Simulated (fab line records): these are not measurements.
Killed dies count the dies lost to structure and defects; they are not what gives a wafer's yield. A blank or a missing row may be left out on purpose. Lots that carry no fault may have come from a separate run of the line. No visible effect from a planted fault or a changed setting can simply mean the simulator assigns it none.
What tool caused it? | flow sky130 | at 1 step of a route of 708, 11 lots with 33 wafers sampled

== WHAT THE GAUGES READ, wafer by wafer ==
SKY_FIELD_ISO_THK_MEAS_04.
lot  | measured    | on            | FIELD_ISO_CVD_03_THK (nm)
L129 | day 1 16:04 | film metro-03 | 165.5 164.5 165.5
L132 | day 2 04:57 | film metro-03 | 164.2 163.5 164.6
L135 | day 2 19:47 | film metro-03 | 165.2 166.1 165.5
L137 | day 3 05:43 | film metro-01 | 165.5 166.3 166.2
L140 | day 3 23:13 | film metro-03 | 164.6 164.5 165.5
L141 | day 4 01:46 | film metro-03 | 162.5 161.6 163.7
L142 | day 4 09:11 | film metro-03 | 167.4 166.6 167.1
L143 | day 4 12:32 | film metro-01 | 166.3 166.2 166.8
L145 | day 4 22:32 | film metro-03 | 162.2 161.8 161.8
L150 | day 6 00:31 | film metro-01 | 163.8 163.9 164.9
L152 | day 6 09:04 | film metro-03 | 166.8 167.1 166.1

== WHICH TOOL RAN EACH LOT (tool, then ch and the chambers of the sampled wafers, then the start) ==
Record: no process step prior to these readings.

== AS READ BY THE TOOLS THEMSELVES (means over the sampled wafers that have a number; for cases with no such wafer, the mark the record gives instead) ==
The record holds no such reading with a usual standard deviation.

== THE ANSWER, worked out from the rows above alone ==
Rule: usual is defined by the lots themselves. Put in order of their means at a reading, lots are off if they are a third of the lots or fewer, leave a main group of 4 or more, and stand apart from it by a gap of 3 or more times the standard deviation of the main group's means; of several such gaps the widest counts. A main group whose means are all the same, to the digits that the tables above print for the reading, isn't used. A lot without any number at a reading at which 4 lots or more have one is off too. All remaining lots with rows at the step are treated as sound. Order of review: gauges by route order, followed by the tools' own readings, for which a lot's mean as printed above is used. At the first step where some lot is off, the reading lying furthest off is the one used; lots without a number count as furthest.
Nothing can be told from this: no lot is off at any reading shown.

== WHAT WAS PUT IN BY THE SIMULATOR ==
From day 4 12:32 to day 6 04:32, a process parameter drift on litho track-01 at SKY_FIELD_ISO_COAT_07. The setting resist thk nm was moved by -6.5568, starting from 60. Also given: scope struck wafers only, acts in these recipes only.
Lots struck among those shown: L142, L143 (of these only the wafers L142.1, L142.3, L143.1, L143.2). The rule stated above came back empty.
